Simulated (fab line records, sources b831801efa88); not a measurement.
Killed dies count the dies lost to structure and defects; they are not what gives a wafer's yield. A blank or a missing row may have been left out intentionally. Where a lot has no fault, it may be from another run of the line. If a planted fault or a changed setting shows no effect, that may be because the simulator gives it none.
Chamber matching | flow sky130 | 4 sister chambers for SKY_METAL4_ETCH_17 on rie-diel-02
The step etches SiO2 in C4F8/O2/Ar, stops on TiN, time 3.9 s, target depth 15 nm. 14 wafers are shown with their chamber, then 7 later ones without.

## EACH WAFER AND ITS CHAMBER
wafer  | chamber | oes-product-au (a.u.)
L214.1 | 1       | 0.750
L214.4 | 3       | 0.752
L214.6 | 0       | 0.753
L217.1 | 0       | 0.745
L217.3 | 1       | 0.750
L217.6 | 2       | 0.768
L218.3 | 1       | 0.760
L218.4 | 3       | 0.762
L218.5 | 3       | 0.754
L221.2 | 2       | 0.743
L221.5 | 1       | 0.746
L221.6 | 2       | 0.759
L225.1 | 3       | 0.749
L225.2 | 2       | 0.738

SIGNATURES (means of the wafers above)
reading        | chamber 0 | chamber 1 | chamber 2 | chamber 3 | scatter within a chamber
oes-product-au | 0.74900   | 0.75150   | 0.75200   | 0.75425   | 0.00902
Rule: for a wafer and a chamber, the distance is found by dividing, reading by reading, the gap between the wafer's reading and the chamber's mean by the reading's scatter, squaring, summing and taking the root. The wafer belongs to the nearest chamber; if the next one is less than 2 further off, it can't be placed. How the scatter is found: for the shown wafers, subtract from each reading the mean of its chamber, square and add these, divide the total by (wafers less chambers), then take the root.

## WAFERS MISSING THEIR CHAMBER
wafer  | oes-product-au (a.u.)
L225.4 | 0.747
L228.2 | 0.757
L228.5 | 0.758
L228.6 | 0.751
L229.2 | 0.752
L229.4 | 0.766
L229.5 | 0.761

## WHICH CHAMBER EACH ONE RAN IN
wafer  | from the rows above               | in truth
L225.4 | can't be placed: 0 or 1 or 2 or 3 | 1
L228.2 | can't be placed: 3 or 2 or 1 or 0 | 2
L228.5 | can't be placed: 3 or 2 or 1 or 0 | 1
L228.6 | can't be placed: 1 or 2 or 0 or 3 | 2
L229.2 | can't be placed: 2 or 1 or 3 or 0 | 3
L229.4 | can't be placed: 3 or 2 or 1 or 0 | 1
L229.5 | can't be placed: 3 or 2 or 1 or 0 | 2
Correctly placed: 0 of 7. Unplaceable from these rows: 7, with the true chamber sitting among the candidates in 7. Placed wrongly: 0.
